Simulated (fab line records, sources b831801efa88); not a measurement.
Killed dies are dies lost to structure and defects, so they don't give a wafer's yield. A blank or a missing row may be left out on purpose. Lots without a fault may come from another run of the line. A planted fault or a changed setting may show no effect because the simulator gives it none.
A struck lot beside a sound one | flow sky130 | 15 steps out of a route of 708
Sound: wafers L367.2, L367.4, L367.6. Struck: wafers L371.2, L371.3, L371.6. The cause comes at the end.
At each step with rows: each side's tool, then ch and its chambers, then its first start. Under that, the readings that differ: sound wafers | struck wafers | difference of the means | sigmas: that difference in standard deviations of wafers without a fault.
alike: readings whose means differ by less than 2 such deviations, and words and numbers that are the same on both sides. not compared: withheld readings, readings that some wafer has no value for, bounds like >300 that may hide the same value, and numbers for which the record gives no deviation and whose values overlap.
The two part at a step that has a row with sigmas, a row that says differs or no value, or rows on one side only. Numbers that don't overlap but have no deviation are shown without sigmas and don't part them. A reading that every wafer of one side lacks parts them only if that side has two wafers or more.

SKY_VIA2_CMP_02: polishes SiO2.
  sound on cmp-01 ch 0,1,3, day 37 15:25; struck on cmp-02 ch 0,1, day 39 00:49
  reading             | sound          | struck         | difference | sigmas
  motor_current_A (A) | 12.8 14.3 12.6 | 11.0 10.0 11.0 | -2.6       | -2
  alike: head_pressure_psi
SKY_VIA2_BOW_MEAS_03:
  sound on film_metro-04, day 37 15:41; struck on film_metro-04, day 39 01:08
  alike: VIA2_BOW
then, 8 steps without rows for these wafers: SKY_VIA2_DEHYDRATE_04 (time 60 s); SKY_VIA2_HMDS_05 (prime time 60 s); SKY_VIA2_COAT_06 (resist thk 60 nm); SKY_VIA2_COAT_07 (resist thk 450 nm); SKY_VIA2_SOFTBAKE_08 (time 90 s); SKY_VIA2_EXPOSE_09 (exposes mask VIM2, target cd 200 nm); SKY_VIA2_PEB_10; SKY_VIA2_DEVELOP_11 (develop time 60 s).
SKY_VIA2_CD_MEAS_12: target cd 200 nm.
  sound on cd_sem-02, day 38 17:29; struck on cd_sem-02, day 40 01:14
  alike: cd_nm
SKY_VIA2_OVL_MEAS_13:
  sound on overlay-01, day 38 17:35; struck on overlay-02, day 40 01:20
  alike: VIA2_OVL
SKY_VIA2_ETCH_14: etches BARC in N2/H2, stops on SiO2, time 45.9 s, target depth 60 nm.
  sound on rie_diel-04 ch 0,1,3, day 38 17:37; struck on rie_diel-04 ch 0,1, day 40 01:22
  reading               | sound             | struck            | difference | sigmas
  oes_product_au (a.u.) | 0.853 0.853 0.867 | 0.883 0.892 0.884 | +0.029     | +6
  run_length_s (s)      | 73.9 74.2 74.0    | 71.4 71.7 71.4    | -2.5       | -7
  alike: drypump_motor_current_A, n2_flow_sccm, throttle_valve_pct
  not compared: rf_hours_counter_h
SKY_VIA2_ETCH_15: etches SiO2 in C4F8/O2/Ar, stops on TiN, target depth 546 nm, time 84 s.
  sound on rie_diel-04 ch 0,1,3, day 38 17:40; struck on rie_diel-04 ch 0,1, day 40 01:25
  alike: oes_product_au, run_length_s
-- the record jumps here: 9 days lie between the struck wafers' starts before and after (it left off in module VIA2 and takes up again in module PAD_OPEN, whose first step shown is number 708 of the route) --
SKY_PAD_OPEN_PROBE_99:
  sound on prober-02, day 47 18:33; struck on prober-01, day 48 19:34
  reading                  | sound       | struck      | difference | sigmas
  sort_bin_3_pad_short (%) | 1.8 1.2 1.4 | 0.6 0 1.0   | -0.9       | -2
  sort_bin_6_memory (%)    | 2.6 5.7 4.5 | 7.1 7.3 6.3 | +2.6       | +2
  alike: defect_limited_yield, killed_at_M0_to_M3, killed_at_M4_up, killed_at_contacts, killed_at_front_end, killed_at_other, killed_dies, killed_open, killed_short, sort_bin_5_function, sort_n_pass, sort_yield_pct

WHERE THEY PART
First at SKY_VIA2_CMP_02; last, within this record, at SKY_PAD_OPEN_PROBE_99.

WHY: what the simulator had put in
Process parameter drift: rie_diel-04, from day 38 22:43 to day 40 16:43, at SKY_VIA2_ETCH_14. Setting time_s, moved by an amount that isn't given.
